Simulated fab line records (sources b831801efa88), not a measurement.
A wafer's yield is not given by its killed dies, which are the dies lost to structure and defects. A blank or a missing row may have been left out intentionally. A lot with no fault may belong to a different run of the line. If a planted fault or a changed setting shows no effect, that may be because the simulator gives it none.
Problem report, 8D (eight disciplines) form, completed by code | flow gf180mcu | the parts of the form that need people (team, actions taken, sign-off) are left out

1. THE PROBLEM
overpolish-run-s at GF_V1_CMP_26 reads a mean of 0.038 s on 3 wafers of 2 lots; wafers without a fault read 14.999 s with a standard deviation of 0.0083. That is -99 or more standard deviations from the usual mean.
The step: polishes, stops on SiO2, t overpolish 15 s, target thk 0 nm.
Earliest sighting: wafer L390.4 on cmp-01 at day 22 00:32. Wafers with a number at this step in the record: 42, from 14 lots. Rule for "out", or "out of limits": more than 4 standard deviations from the usual mean. Any other wafer with a number is counted as sound.

2. WHAT IT IS, WHAT IT ISN'T
question                    | is                                   | is not
which readings at this step | overpolish-run-s, time-to-endpoint-s | motor-current-A
which lots                  | L390, L392                           | L380, L381, L382, L383, L384, L385, L386, L387, L391, L401, L402, L403
which wafers of those lots  | L390.4, L392.1, L392.4               | L390.5, L390.6, L392.5
read on which tools         | cmp-01                               | cmp-02
when                        | from day 22 00:32                    | up to then (26 sound wafers); but 13 sound wafers of L391, L392, L401, L402, L403 came after

3. SUSPECTS, AND WHAT RULES EACH OUT
Counting: a tool at a process step up to the reading stays a suspect if it ran every lot that is out. Sound lots after the first of them don't rule it out here, since some wafers of a struck lot are sound.
- cvd-w-01 at GF_V1_CVD_23 (deposits W, target thk 350 nm, time 105.05 s): kept. It ran every lot that is out, first L390 (day 22 00:14); its last sound lot up to then is L386 (day 20 23:56).
- cmp-01 at GF_V1_CMP_26 (polishes, stops on SiO2, t overpolish 15 s, target thk 0 nm): kept. It ran every lot that is out, first L390 (day 22 00:32); its last sound lot up to then is L387 (day 21 06:46). Out on those wafers are its own readings of overpolish-run-s, time-to-endpoint-s.
Left after counting: cvd-w-01 at GF_V1_CVD_23, cmp-01 at GF_V1_CMP_26.

4. THE CAUSE (what the simulator had put in)
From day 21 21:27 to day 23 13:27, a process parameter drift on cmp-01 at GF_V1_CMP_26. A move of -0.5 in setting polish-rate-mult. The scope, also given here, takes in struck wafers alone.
Counting leaves 2 suspects; this tool is one of them.

5. SEQUENCE OF EFFECTS, ordered by route
Each row: a reading where the mean over the struck wafers with a number is more than 3 standard deviations away from the usual. Readings are gone through only where the record gives a usual standard deviation; hours: the median, over the lots, of the time from a lot's start at the first step in this table giving one to that lot's start at this step; sigmas: the change measured in usual standard deviations.
hours | step         | reading            | usual    | on struck wafers | change  | sigmas
0     | GF_V1_CMP_26 | overpolish-run-s   | 14.999 s | 0.038            | -14.961 | -99 or more
0     | GF_V1_CMP_26 | time-to-endpoint-s | 84 s     | 130              | +46     | +12
Process steps it contains:
- GF_V1_CMP_26: polishes, stops on SiO2, t overpolish 15 s, target thk 0 nm.

6. WHAT WOULD HAVE CAUGHT IT SOONER
In this record the first reading out of limits was taken at day 22 00:32, 3 hours after the fault began at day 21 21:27.
